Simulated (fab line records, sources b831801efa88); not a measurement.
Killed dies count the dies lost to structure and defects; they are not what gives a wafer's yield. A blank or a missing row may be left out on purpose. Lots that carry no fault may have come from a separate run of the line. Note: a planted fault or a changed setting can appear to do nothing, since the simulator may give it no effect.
Which tool is to blame? | flow gf180mcu | 18 wafers from 6 lots sampled at 3 of the route's 602 steps

## WHAT EACH GAUGE READ, for each wafer
GF_VT_IMPLANT_RS_MEAS_48: measures by four-point-probe.
lot  | measured     | on            | LVPWELL_RS (ohm/sq)
L545 | day 8 17:54  | film metro-04 | 1194.9 1196.0 1194.2
L553 | day 11 01:50 | film metro-03 | 1219.4 1216.8 1215.6
L556 | day 11 20:58 | film metro-04 | 1196.6 1198.4 1197.0
L561 | day 13 12:11 | film metro-04 | 1197.5 1195.7 1198.6
L563 | day 13 18:20 | film metro-02 | 1197.7 1197.7 1198.3
L567 | day 14 22:23 | film metro-04 | 1194.4 1196.8 1198.8

## TOOL THAT RAN EACH LOT (tool first, then ch and the chambers of the sampled wafers, then the start)
lot  | GF_LVPWELL_IMPLANT_09          | GF_VT_IMPLANT_STRIP_20
L545 | implanter-03 ch 0, day 4 09:33 | plasma asher-04 ch 0,1, day 7 04:46
L553 | implanter-03 ch 0, day 6 07:19 | plasma asher-01 ch 0,1, day 9 10:05
L556 | implanter-02 ch 0, day 6 23:39 | plasma asher-04 ch 0,1, day 10 02:24
L561 | implanter-02 ch 0, day 8 07:46 | plasma asher-01 ch 0,1, day 11 17:27
L563 | implanter-01 ch 0, day 8 14:56 | plasma asher-03 ch 0,1, day 11 23:40
L567 | implanter-02 ch 0, day 9 14:28 | plasma asher-01 ch 0,1, day 13 02:38
- GF_LVPWELL_IMPLANT_09
- GF_VT_IMPLANT_STRIP_20: strips in O2/N2.

## THE ANSWER, worked out from the rows above alone
Rule: the usual values come from the lots themselves. The widest of any qualifying gaps counts: lots, ordered by their means at a reading, are off when they make up no more than a third of the lots, leave a main group of 4 or more, and stand apart from it by 3 or more times the standard deviation of that group's means. A main group whose means are all the same, to the digits that the tables above print for the reading, isn't used. Also off: a lot with no number at a reading for which 4 or more lots have one. The other lots that the step has rows for count as sound.
Off: L553, at GF_VT_IMPLANT_RS_MEAS_48 (LVPWELL_RS). Mean 1196.8 ohm/sq and standard deviation 0.98 in the main group.
A tool fits if, at a process step before that reading, it ran every lot that is off, and no sound lot after the first of them. Gauges at GF_VT_IMPLANT_RS_MEAS_48: tried the same way as those tools. 2 tools fit, implanter-03 at GF_LVPWELL_IMPLANT_09 and film metro-03 at GF_VT_IMPLANT_RS_MEAS_48, so this cannot tell which one it is.

## WHAT THE SIMULATOR HAD PUT IN
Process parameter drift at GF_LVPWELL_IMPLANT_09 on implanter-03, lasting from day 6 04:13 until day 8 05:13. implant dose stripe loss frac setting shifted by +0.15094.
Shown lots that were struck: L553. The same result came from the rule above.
